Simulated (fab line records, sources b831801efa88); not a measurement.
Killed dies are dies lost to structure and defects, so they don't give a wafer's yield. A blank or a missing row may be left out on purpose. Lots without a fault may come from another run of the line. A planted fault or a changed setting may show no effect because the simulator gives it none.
Which tool did it? | flow sky130 | 24 lots, 72 wafers sampled, at 4 steps of a route of 708

WHAT THE GAUGES READ, wafer by wafer
SKY_CONTACT_THK_MEAS_26: measures by xrf. Usual: CONTACT_W_THK 347 nm, standard deviation 4.7.
lot  | measured     | on            | CONTACT_W_THK (nm) | flag
L074 | day 31 23:50 | film_metro-04 | 349 352 349        |
L075 | day 32 00:52 | film_metro-04 | 347 347 354        |
L076 | day 32 10:59 | film_metro-01 | 348 354 342        |
L077 | day 32 12:33 | film_metro-04 | 348 350 351        |
L078 | day 33 06:16 | film_metro-01 | 349 351 349        |
L079 | day 33 07:44 | film_metro-03 | 343 341 339        |
L080 | day 33 21:53 | film_metro-04 | 346 344 346        |
L081 | day 33 20:34 | film_metro-01 | 352 354 350        |
L082 | day 34 08:30 | film_metro-04 | 349 346 351        |
L083 | day 34 09:57 | film_metro-04 | 347 345 352        |
L084 | day 34 11:33 | film_metro-04 | 353 352 351        |
L087 | day 35 22:49 | film_metro-03 | 343 346 346        |
L088 | day 35 20:20 | film_metro-03 | 342 346 340        |
L085 | day 36 01:02 | film_metro-03 | 342 344 344        |
L086 | day 36 02:46 | film_metro-03 | 342 343 344        |
L089 | day 36 15:48 | film_metro-04 | 352 352 351        |
L090 | day 36 20:24 | film_metro-03 | 344 346 337        |
L091 | day 37 06:34 | film_metro-01 | 349 351 348        |
L093 | day 37 11:17 | film_metro-01 | 345 349 343        |
L092 | day 37 12:21 | film_metro-01 | 350 348 351        |
L094 | day 37 18:25 | film_metro-03 | 336 339 338        |
L095 | day 38 07:52 | film_metro-03 | 344 340 341        |
L096 | day 38 16:16 | film_metro-01 | 348 349 347        |
L097 | day 38 18:05 | film_metro-01 | 343 347 344        |

SKY_VIA2_THK_MEAS_01. Usual: VIA2_HDPCVD_THK 1177 nm, standard deviation 10.
lot  | measured     | on            | VIA2_HDPCVD_THK (nm) | flag
L074 | day 35 13:33 | film_metro-03 | 1168 1170 1163       |
L075 | day 35 13:44 | film_metro-01 | 1195 1179 1183       |
L076 | day 35 23:13 | film_metro-03 | 1177 1162 1173       |
L077 | day 36 00:25 | film_metro-04 | 1191 1189 1194       |
L078 | day 36 18:22 | film_metro-01 | 1192 1193 1175       |
L079 | day 36 19:11 | film_metro-03 | 1185 1183 1179       |
L080 | day 37 09:28 | film_metro-04 | 1180 1172 1170       |
L081 | day 37 06:31 | film_metro-04 | 1166 1178 1171       |
L082 | day 37 18:26 | film_metro-01 | 1171 1161 1169       |
L083 | day 37 20:45 | film_metro-03 | 1181 1179 1186       |
L084 | day 37 22:58 | film_metro-03 | 1189 1173 1177       |
L087 | day 39 08:08 | film_metro-03 | 1162 1168 1173       |
L088 | day 39 04:53 | film_metro-04 | 1183 1187 1194       |
L085 | day 39 10:13 | film_metro-01 | 1171 1171 1187       |
L086 | day 39 10:47 | film_metro-01 | 1180 1185 1184       |
L089 | day 39 23:41 | film_metro-04 | 1168 1178 1171       |
L090 | day 40 04:20 | film_metro-03 | 1172 1176 1186       |
L091 | day 40 15:08 | film_metro-03 | 1166 1170 1180       |
L093 | day 40 19:56 | film_metro-01 | 1190 1187 1174       |
L092 | day 40 20:08 | film_metro-03 | 1188 1175 1161       |
L094 | day 41 01:01 | film_metro-01 | 1164 1171 1191       |
L095 | day 41 14:26 | film_metro-01 | 1178 1190 1193       |
L096 | day 41 22:09 | film_metro-04 | 1185 1185 1193       |
L097 | day 42 00:26 | film_metro-04 | 1162 1167 1147       |

WHICH TOOL RAN EACH LOT (tool, then ch and the chambers of the sampled wafers, then the start)
lot  | SKY_POLY_GATE_ETCH_15              | SKY_VIA1_CMP_02
L074 | rie_diel-04 ch 0,2,3, day 16 18:05 | cmp-01 ch 1,2,3, day 33 05:04
L075 | rie_diel-03 ch 0,2, day 16 23:16   | cmp-01 ch 0,1,2, day 33 06:02
L076 | rie_diel-04 ch 0,2,3, day 17 06:49 | cmp-02 ch 0,1,3, day 33 15:13
L077 | rie_diel-03 ch 0,1,3, day 17 08:19 | cmp-01 ch 0,2,3, day 33 16:50
L078 | rie_diel-03 ch 0,1,3, day 18 02:22 | cmp-02 ch 0,3, day 34 10:16
L079 | rie_diel-03 ch 2,3, day 18 08:34   | cmp-01 ch 2,3, day 34 11:10
L080 | rie_diel-03 ch 1,3, day 18 16:10   | cmp-01 ch 0,3, day 35 02:16
L081 | rie_diel-03 ch 0,1,3, day 18 20:49 | cmp-02 ch 1,2,3, day 35 00:25
L082 | rie_diel-01 ch 0,1, day 18 23:37   | cmp-02 ch 1,2, day 35 12:55
L083 | rie_diel-01 ch 1,2,3, day 19 14:37 | cmp-01 ch 1,2,3, day 35 14:26
L084 | rie_diel-03 ch 0,1,2, day 19 18:31 | cmp-02 ch 0,1,3, day 35 15:57
L087 | rie_diel-03 ch 1,3, day 21 07:49   | cmp-01 ch 0,1,3, day 37 02:01
L088 | rie_diel-04 ch 0,2,3, day 21 07:52 | cmp-02 ch 0,1,3, day 36 23:58
L085 | rie_diel-01 ch 2,3, day 21 07:58   | cmp-02 ch 0,3, day 37 04:32
L086 | rie_diel-03 ch 1,3, day 21 08:22   | cmp-02 ch 0,2,3, day 37 05:19
L089 | rie_diel-04 ch 0,1, day 22 00:52   | cmp-02 ch 0,2,3, day 37 18:10
L090 | rie_diel-03 ch 0,1,3, day 22 09:28 | cmp-01 ch 1,2, day 37 23:22
L091 | rie_diel-01 ch 2,3, day 22 17:01   | cmp-01 ch 0,1, day 38 10:46
L093 | rie_diel-04 ch 0,2,3, day 23 01:22 | cmp-02 ch 1,2, day 38 14:32
L092 | rie_diel-03 ch 0,2, day 23 02:28   | cmp-01 ch 1,2,3, day 38 15:56
L094 | rie_diel-03 ch 0,1,3, day 23 14:10 | cmp-02 ch 1,2,3, day 38 21:35
L095 | rie_diel-03 ch 1,2, day 24 07:52   | cmp-02 ch 1,3, day 39 11:02
L096 | rie_diel-01 ch 0,1,2, day 24 13:49 | cmp-02 ch 0,3, day 39 19:47
L097 | rie_diel-01 ch 0,1, day 24 15:58   | cmp-02 ch 0,1,2, day 39 21:19
- SKY_POLY_GATE_ETCH_15: etches BARC in N2/H2, stops on SiO2, time 118.5 s, target depth 110 nm.
- SKY_VIA1_CMP_02: polishes SiO2.

WHAT THE TOOLS THEMSELVES READ (means of the sampled wafers that have a number; where no wafer has one, the mark that the record gives instead)
SKY_POLY_GATE_ETCH_15. Usual: drypump_motor_current_A 5.9 A, standard deviation 0.6; oes_product_au 0.716 a.u., standard deviation 0.0044; throttle_valve_pct 13.212 %, standard deviation 0.01.
lot  | tool        | drypump_motor_current_A (A) | oes_product_au (a.u.) | throttle_valve_pct (%) | flag
L074 | rie_diel-04 | 6.0                         | 0.713                 | 13.213                 |
L075 | rie_diel-03 | 6.3                         | 0.712                 | 13.204                 |
L076 | rie_diel-04 | 5.9                         | 0.719                 | 13.219                 |
L077 | rie_diel-03 | 6.0                         | 0.714                 | 13.209                 |
L078 | rie_diel-03 | 6.0                         | 0.719                 | 13.210                 |
L079 | rie_diel-03 | 6.3                         | 0.713                 | 13.206                 |
L080 | rie_diel-03 | 5.4                         | 0.716                 | 13.204                 |
L081 | rie_diel-03 | 6.0                         | 0.716                 | 13.203                 |
L082 | rie_diel-01 | 5.5                         | 0.720                 | 13.221                 |
L083 | rie_diel-01 | 5.9                         | 0.712                 | 13.215                 |
L084 | rie_diel-03 | 5.9                         | 0.717                 | 13.220                 |
L087 | rie_diel-03 | 5.9                         | 0.713                 | 13.213                 |
L088 | rie_diel-04 | 5.9                         | 0.714                 | 13.214                 |
L085 | rie_diel-01 | 6.3                         | 0.717                 | 13.207                 |
L086 | rie_diel-03 | 5.9                         | 0.716                 | 13.213                 |
L089 | rie_diel-04 | 5.7                         | 0.718                 | 13.214                 |
L090 | rie_diel-03 | 6.0                         | 0.718                 | 13.216                 |
L091 | rie_diel-01 | 6.4                         | 0.716                 | 13.224                 |
L093 | rie_diel-04 | 6.0                         | 0.719                 | 13.213                 |
L092 | rie_diel-03 | 6.3                         | 0.712                 | 13.215                 |
L094 | rie_diel-03 | 6.0                         | 0.716                 | 13.207                 |
L095 | rie_diel-03 | 5.7                         | 0.718                 | 13.221                 |
L096 | rie_diel-01 | 6.0                         | 0.716                 | 13.217                 |
L097 | rie_diel-01 | 5.6                         | 0.715                 | 13.217                 |

SKY_VIA1_CMP_02. Usual: motor_current_A 11.2 A, standard deviation 0.64.
lot  | tool   | motor_current_A (A) | flag
L074 | cmp-01 | 11.1                |
L075 | cmp-01 | 11.3                |
L076 | cmp-02 | 11.1                |
L077 | cmp-01 | 11.2                |
L078 | cmp-02 | 11.0                |
L079 | cmp-01 | 11.6                |
L080 | cmp-01 | 12.1                |
L081 | cmp-02 | 11.3                |
L082 | cmp-02 | 11.1                |
L083 | cmp-01 | 11.2                |
L084 | cmp-02 | 10.9                |
L087 | cmp-01 | 11.6                |
L088 | cmp-02 | 11.1                |
L085 | cmp-02 | 10.5                |
L086 | cmp-02 | 11.4                |
L089 | cmp-02 | 11.0                |
L090 | cmp-01 | 11.4                |
L091 | cmp-01 | 11.0                |
L093 | cmp-02 | 11.6                |
L092 | cmp-01 | 11.1                |
L094 | cmp-02 | 11.2                |
L095 | cmp-02 | 11.1                |
L096 | cmp-02 | 10.7                |
L097 | cmp-02 | 11.3                |

THE ANSWER, worked out from the rows above alone
Rule: a lot is off if the mean of its wafers that have a number lies more than 3 standard deviations from the usual mean. A lot without any number at a reading at which 4 lots or more have one is off too. The other lots that the step has rows for count as sound. The gauges are gone through in route order, then the tools' own readings, and for those a lot's mean is taken as printed above. The first step at which some lot is off is used, and at that step the reading that is off furthest; a lot without a number counts as furthest.
No lot is off at any reading shown: from this, nothing can be told.

WHAT THE SIMULATOR HAD PUT IN
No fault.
